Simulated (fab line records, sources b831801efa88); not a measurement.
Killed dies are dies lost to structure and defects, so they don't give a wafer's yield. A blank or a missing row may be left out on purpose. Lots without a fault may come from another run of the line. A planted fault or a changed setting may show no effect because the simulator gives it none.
Which tool did it? | flow sky130 | 11 lots, 33 wafers sampled, at 2 steps of a route of 708

WHAT THE GAUGES READ, wafer by wafer
SKY_METAL4_CD_MEAS_13: target cd 300 nm.
lot  | measured     | on        | cd_nm (nm)
L859 | day 42 06:46 | cd_sem-01 | 298.4 299.7 299.7
L860 | day 42 12:23 | cd_sem-01 | 301.0 301.8 302.0
L861 | day 42 23:42 | cd_sem-01 | 299.7 299.1 299.2
L862 | day 43 02:31 | cd_sem-01 | 301.3 301.1 302.5
L863 | day 43 10:35 | cd_sem-01 | 302.1 301.4 302.4
L864 | day 43 21:07 | cd_sem-01 | 299.7 301.2 301.4
L866 | day 44 10:04 | cd_sem-02 | 300.5 300.2 299.1
L868 | day 45 00:55 | cd_sem-02 | 302.2 302.3 302.6
L877 | day 47 05:07 | cd_sem-01 | 298.8 298.7 298.4
L879 | day 47 15:41 | cd_sem-01 | 299.3 300.7 300.0
L880 | day 47 22:25 | cd_sem-02 | 298.6 298.4 300.2

WHICH TOOL RAN EACH LOT (tool, then ch and the chambers of the sampled wafers, then the start)
lot  | SKY_VIA3_STRIP_16
L859 | plasma_asher-01 ch 0, day 40 03:18
L860 | plasma_asher-01 ch 1, day 40 10:15
L861 | plasma_asher-02 ch 0,1, day 40 22:23
L862 | plasma_asher-01 ch 0,1, day 41 00:15
L863 | plasma_asher-01 ch 0,1, day 41 09:56
L864 | plasma_asher-03 ch 0,1, day 41 20:49
L866 | plasma_asher-02 ch 0,1, day 42 09:11
L868 | plasma_asher-03 ch 0,1, day 43 01:48
L877 | plasma_asher-01 ch 0,1, day 45 08:38
L879 | plasma_asher-02 ch 1, day 45 22:14
L880 | plasma_asher-01 ch 0,1, day 46 04:51
- SKY_VIA3_STRIP_16: strips in O2/N2.

WHAT THE TOOLS THEMSELVES READ (means of the sampled wafers that have a number; where no wafer has one, the mark that the record gives instead)
SKY_VIA3_STRIP_16.
lot  | tool            | drypump_motor_current_A (A) | oes_product_au (a.u.) | strip_time_to_endpoint_s (s)
L859 | plasma_asher-01 | 5.0                         | 0.405                 | 4.116
L860 | plasma_asher-01 | 5.9                         | 0.406                 | 4.135
L861 | plasma_asher-02 | 5.8                         | 0.399                 | 4.143
L862 | plasma_asher-01 | 5.6                         | 0.403                 | 4.138
L863 | plasma_asher-01 | 5.3                         | 0.403                 | 4.142
L864 | plasma_asher-03 | 5.6                         | 0.407                 | 4.139
L866 | plasma_asher-02 | 5.8                         | 0.408                 | 4.155
L868 | plasma_asher-03 | 5.5                         | 0.402                 | 4.128
L877 | plasma_asher-01 | 5.3                         | 0.401                 | 4.140
L879 | plasma_asher-02 | 5.7                         | 0.403                 | 4.149
L880 | plasma_asher-01 | 5.3                         | 0.400                 | 4.121

THE ANSWER, worked out from the rows above alone
Rule: what is usual is taken from the lots themselves. Put in order of their means at a reading, lots are off if they are a third of the lots or fewer, leave a main group of 4 or more, and stand apart from it by a gap of 3 or more times the standard deviation of the main group's means; of several such gaps the widest counts. A main group whose means are all the same, to the digits that the tables above print for the reading, isn't used. A lot without any number at a reading at which 4 lots or more have one is off too. The other lots that the step has rows for count as sound. The gauges are gone through in route order, then the tools' own readings, and for those a lot's mean is taken as printed above. The first step at which some lot is off is used, and at that step the reading that is off furthest; a lot without a number counts as furthest.
No lot is off at any reading shown: from this, nothing can be told.

WHAT THE SIMULATOR HAD PUT IN
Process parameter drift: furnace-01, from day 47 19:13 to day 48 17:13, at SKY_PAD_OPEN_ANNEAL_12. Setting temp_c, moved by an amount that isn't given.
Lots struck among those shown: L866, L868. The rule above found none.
